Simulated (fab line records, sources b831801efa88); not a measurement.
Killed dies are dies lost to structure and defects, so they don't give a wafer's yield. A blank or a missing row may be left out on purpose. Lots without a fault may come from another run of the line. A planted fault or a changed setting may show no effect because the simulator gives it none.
Which tool did it? | flow sky130 | 6 lots, 18 wafers sampled, at 1 step of a route of 708

WHAT THE GAUGES READ, wafer by wafer
SKY_SD_N_TW_MEAS_12.
lot  | measured     | on            | SD_N_TW
L282 | day 29 09:38 | film_metro-02 | 4005 3998 3983
L284 | day 30 11:53 | film_metro-04 | 3960 3971 3965
L290 | day 32 03:44 | film_metro-02 | 3995 3998 3963
L292 | day 33 01:13 | film_metro-01 | 4039 4047 4061
L298 | day 34 07:17 | film_metro-01 | 4061 4046 4051
L300 | day 34 16:25 | film_metro-01 | 4079 4052 4049

WHICH TOOL RAN EACH LOT (tool, then ch and the chambers of the sampled wafers, then the start)
The record holds no process step before these readings.

THE ANSWER, worked out from the rows above alone
Rule: what is usual is taken from the lots themselves. Put in order of their means at a reading, lots are off if they are a third of the lots or fewer, leave a main group of 4 or more, and stand apart from it by a gap of 3 or more times the standard deviation of the main group's means; of several such gaps the widest counts. A main group whose means are all the same, to the digits that the tables above print for the reading, isn't used. A lot without any number at a reading at which 4 lots or more have one is off too. The other lots that the step has rows for count as sound.
No lot is off at any reading shown: from this, nothing can be told.

WHAT THE SIMULATOR HAD PUT IN
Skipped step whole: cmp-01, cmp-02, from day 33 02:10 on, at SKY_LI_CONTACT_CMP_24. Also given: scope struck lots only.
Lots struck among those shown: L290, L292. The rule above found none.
